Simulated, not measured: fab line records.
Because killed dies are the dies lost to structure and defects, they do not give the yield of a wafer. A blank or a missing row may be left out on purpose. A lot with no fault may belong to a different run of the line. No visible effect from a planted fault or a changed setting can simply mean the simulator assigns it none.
A lot that was struck, set against a sound lot || flow sfq_line || 14 steps out of a route of 325
Sound: these wafers, L846.2, L846.3, L846.4. The struck wafers were L849.1, L849.3, L849.4. At the end, the cause is stated.
Per side, at each step with rows, come the tool, then ch with its chambers, and then its first start. Under that, the readings that differ: sound wafers || struck wafers || difference of the means || sigmas: that difference in standard deviations of wafers without a fault.
alike: readings with means less than 2 such deviations apart, plus words and numbers identical on both sides. not compared: withheld readings, readings lacking a value on some wafer, bounds such as >300 that could conceal the same value, and numbers that have no deviation in the record and whose values overlap.
Wherever a step has rows on one side only, a row that says differs or no value, or a row with sigmas, the two part there. Numbers that have no deviation but don't overlap get no sigmas and don't part them. A reading that every wafer of one side lacks parts them only if that side has two wafers or more.

SFQ_TRILAYER_M6_BARC_OPEN_METAL_ETCH_206: etches BARC in O2, target depth 125 nm, time 41.7 s.
  sound on rie_metal-03 ch 0, day 75 23:21; struck on rie_metal-03 ch 0,1, day 76 05:50
  alike: drypump_motor_current_A, oes_product_au, rf_fwd_power_W
  not compared: rf_hours_counter_h
SFQ_TRILAYER_M6_ETCH_METAL_ETCH_162: etches Nb in Cl2/Ar, stops on SiO2, target depth 240 nm, time 120 s.
  sound on rie_metal-03 ch 0, day 75 23:29; struck on rie_metal-03 ch 0,1, day 76 05:53
  alike: drypump_motor_current_A, oes_product_au, rf_fwd_power_W
  not compared: rf_hours_counter_h
SFQ_TRILAYER_M6_STRIP_STRIP_163: strips in O2.
  sound on rie_metal-03 ch 0, day 75 23:54; struck on rie_metal-03 ch 0,1, day 76 06:01
  alike: drypump_motor_current_A, oes_product_au
  not compared: rf_hours_counter_h
then, 1 step without rows for these wafers: SFQ_TRILAYER_M6_STRIP_SOLV_CLEAN_164 (cleans in NMP, time 600 s).
SFQ_TRILAYER_I6_DEP_PECVD_165: deposits SiO2 from SiH4/N2O, time 111.11 s, target thk 500 nm.
  sound on pecvd-03 ch 0,2, day 76 01:15; struck on pecvd-03 ch 0,1,2, day 76 06:58
  alike: heater_power_w, rf_fwd_power_W, throttle_valve_pct
  not compared: since_wet_clean_h
then, 1 step without rows for these wafers: SFQ_TRILAYER_I6_CMP_CMP_166 (polishes SiO2).
SFQ_I6_BOW_MEAS_941:
  struck on film_metro-03, day 76 12:33; sound on film_metro-01, day 76 04:21
  alike: I6_BOW
SFQ_TRILAYER_I6_METRO_MEASURE_167:
  struck on film_metro-03, day 76 12:40; sound on film_metro-01, day 76 04:39
  alike: thk_nm
then, 4 steps without rows for these wafers: SFQ_TRILAYER_I6_VIA_LITHO_COAT_174 (resist thk 62 nm); SFQ_TRILAYER_I6_VIA_LITHO_COAT_169 (resist thk 650 nm); SFQ_TRILAYER_I6_VIA_LITHO_SOFTBAKE_173; SFQ_TRILAYER_I6_VIA_LITHO_EXPOSE_170 (exposes mask I6, target cd 700 nm).
-- the record jumps here: 4 days lie between the struck wafers' starts before and after --
SFQ_TRILAYER_I6_VIA_LITHO_PEB_172: peb time 60 s.
  struck on litho_track-03, day 80 13:35; sound on litho_track-03 ch 0, day 80 03:08
  no value came back on the struck wafers for chill_plate_temp_C (C), exhaust_pa (Pa); on the sound wafers chill_plate_temp_C (C) reads 23.08 22.96 23.24
then, 1 step without rows for these wafers: SFQ_TRILAYER_I6_VIA_LITHO_DEVELOP_171 (time 60 s).

## WHERE THEY PART
Only at SFQ_TRILAYER_I6_VIA_LITHO_PEB_172, as far as this record shows.

WHY: what had been put in by the simulator
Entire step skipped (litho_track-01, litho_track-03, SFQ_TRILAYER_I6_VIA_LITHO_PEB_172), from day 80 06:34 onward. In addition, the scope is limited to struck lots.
